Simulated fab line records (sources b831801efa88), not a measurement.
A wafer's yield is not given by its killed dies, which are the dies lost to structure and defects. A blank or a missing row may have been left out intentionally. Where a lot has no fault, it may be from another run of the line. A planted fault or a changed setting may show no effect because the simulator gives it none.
Which tool did it? / flow sky130 / Sampling: 13 lots, 39 wafers, 2 of 708 route steps

WHAT THE GAUGES SHOWED, per wafer
The record lacks any reading of a measuring or inspecting step that a usual standard deviation could be used to judge.

WHAT TOOL EACH LOT RAN ON (gives the tool, then ch and the chambers of the sampled wafers, and finally the start)
lot=L203; SKY_GATE_OXIDE_STRIP_13=plasmaAsher-02 ch 0,1, day 14 02:37; SKY_PAD_OPEN_PROBE_99=-
lot=L205; SKY_GATE_OXIDE_STRIP_13=plasmaAsher-02 ch 1, day 14 15:39; SKY_PAD_OPEN_PROBE_99=-
lot=L206; SKY_GATE_OXIDE_STRIP_13=plasmaAsher-01 ch 0,1, day 15 06:30; SKY_PAD_OPEN_PROBE_99=-
lot=L208; SKY_GATE_OXIDE_STRIP_13=plasmaAsher-01 ch 0,1, day 16 02:33; SKY_PAD_OPEN_PROBE_99=-
lot=L209; SKY_GATE_OXIDE_STRIP_13=plasmaAsher-02 ch 0,1, day 16 07:32; SKY_PAD_OPEN_PROBE_99=-
lot=L210; SKY_GATE_OXIDE_STRIP_13=plasmaAsher-02 ch 0,1, day 16 11:38; SKY_PAD_OPEN_PROBE_99=prober-02, day 48 01:56
lot=L212; SKY_GATE_OXIDE_STRIP_13=plasmaAsher-01 ch 0,1, day 17 13:36; SKY_PAD_OPEN_PROBE_99=-
lot=L215; SKY_GATE_OXIDE_STRIP_13=plasmaAsher-04 ch 0,1, day 18 16:33; SKY_PAD_OPEN_PROBE_99=prober-01, day 49 08:09
lot=L220; SKY_GATE_OXIDE_STRIP_13=plasmaAsher-04 ch 0,1, day 20 08:20; SKY_PAD_OPEN_PROBE_99=-
lot=L222; SKY_GATE_OXIDE_STRIP_13=plasmaAsher-01 ch 0,1, day 20 19:11; SKY_PAD_OPEN_PROBE_99=-
lot=L221; SKY_GATE_OXIDE_STRIP_13=plasmaAsher-02 ch 0,1, day 20 19:44; SKY_PAD_OPEN_PROBE_99=-
lot=L223; SKY_GATE_OXIDE_STRIP_13=plasmaAsher-01 ch 0,1, day 20 23:57; SKY_PAD_OPEN_PROBE_99=-
lot=L224; SKY_GATE_OXIDE_STRIP_13=plasmaAsher-04 ch 0,1, day 21 14:18; SKY_PAD_OPEN_PROBE_99=-
- SKY_GATE_OXIDE_STRIP_13: strips in O2/N2.
- SKY_PAD_OPEN_PROBE_99

WHAT THE TOOLS THEMSELVES READ (means of the sampled wafers that have a number; where no wafer has one, the mark that the record gives instead)
SKY_GATE_OXIDE_STRIP_13.
lot=L203; tool=plasmaAsher-02; drypumpMotorCurrentA (A)=6.01; oesProductAu (a.u.)=0.714; stripTimeToEndpointS (s)=14.17
lot=L205; tool=plasmaAsher-02; drypumpMotorCurrentA (A)=6.51; oesProductAu (a.u.)=0.718; stripTimeToEndpointS (s)=14.23
lot=L206; tool=plasmaAsher-01; drypumpMotorCurrentA (A)=6.20; oesProductAu (a.u.)=0.714; stripTimeToEndpointS (s)=14.19
lot=L208; tool=plasmaAsher-01; drypumpMotorCurrentA (A)=6.19; oesProductAu (a.u.)=0.713; stripTimeToEndpointS (s)=14.19
lot=L209; tool=plasmaAsher-02; drypumpMotorCurrentA (A)=6.26; oesProductAu (a.u.)=0.715; stripTimeToEndpointS (s)=14.19
lot=L210; tool=plasmaAsher-02; drypumpMotorCurrentA (A)=6.01; oesProductAu (a.u.)=0.943; stripTimeToEndpointS (s)=-
lot=L212; tool=plasmaAsher-01; drypumpMotorCurrentA (A)=6.19; oesProductAu (a.u.)=0.719; stripTimeToEndpointS (s)=14.19
lot=L215; tool=plasmaAsher-04; drypumpMotorCurrentA (A)=6.32; oesProductAu (a.u.)=0.714; stripTimeToEndpointS (s)=14.21
lot=L220; tool=plasmaAsher-04; drypumpMotorCurrentA (A)=6.27; oesProductAu (a.u.)=0.718; stripTimeToEndpointS (s)=14.06
lot=L222; tool=plasmaAsher-01; drypumpMotorCurrentA (A)=6.20; oesProductAu (a.u.)=0.717; stripTimeToEndpointS (s)=14.13
lot=L221; tool=plasmaAsher-02; drypumpMotorCurrentA (A)=6.03; oesProductAu (a.u.)=0.716; stripTimeToEndpointS (s)=14.08
lot=L223; tool=plasmaAsher-01; drypumpMotorCurrentA (A)=6.02; oesProductAu (a.u.)=0.713; stripTimeToEndpointS (s)=14.13
lot=L224; tool=plasmaAsher-04; drypumpMotorCurrentA (A)=6.28; oesProductAu (a.u.)=0.713; stripTimeToEndpointS (s)=14.16

SKY_PAD_OPEN_PROBE_99.
lot=L210 tool=prober-02 killed_at_M0_to_M3=46 killed_at_M4_up=4.0 killedAtContacts=20 killedAtFrontEnd=421 killedAtOther=0.7 killedDies=492 killedOnRim=96 killedOpen=47 killedShort=37
lot=L215 tool=prober-01 killed_at_M0_to_M3=35 killed_at_M4_up=3.0 killedAtContacts=26 killedAtFrontEnd=10 killedAtOther=0.5 killedDies=76 killedOnRim=14 killedOpen=42 killedShort=34

THE ANSWER, worked out from the rows above alone
Rule: usual is defined by the lots themselves. The widest of any qualifying gaps counts: lots, ordered by their means at a reading, are off when they make up no more than a third of the lots, leave a main group of 4 or more, and stand apart from it by 3 or more times the standard deviation of that group's means. The tables above print the reading to a certain number of digits; a main group whose means all agree to those digits is not used. A lot without any number at a reading at which 4 lots or more have one is off too. The other lots that the step has rows for count as sound. Order of review: gauges by route order, followed by the tools' own readings, for which a lot's mean as printed above is used. The first step at which some lot is off is used, and at that step the reading that is off furthest; a lot without a number counts as furthest.
Off: L210, at SKY_GATE_OXIDE_STRIP_13 (stripTimeToEndpointS). Without a number there: L210. For the main group the mean is 14.16 s and the standard deviation 0.049.
A tool fits if, at that step or a process step before it, it ran every lot that is off, and no sound lot after the first of them. Of those tried, none fits.

WHAT WAS PUT IN BY THE SIMULATOR
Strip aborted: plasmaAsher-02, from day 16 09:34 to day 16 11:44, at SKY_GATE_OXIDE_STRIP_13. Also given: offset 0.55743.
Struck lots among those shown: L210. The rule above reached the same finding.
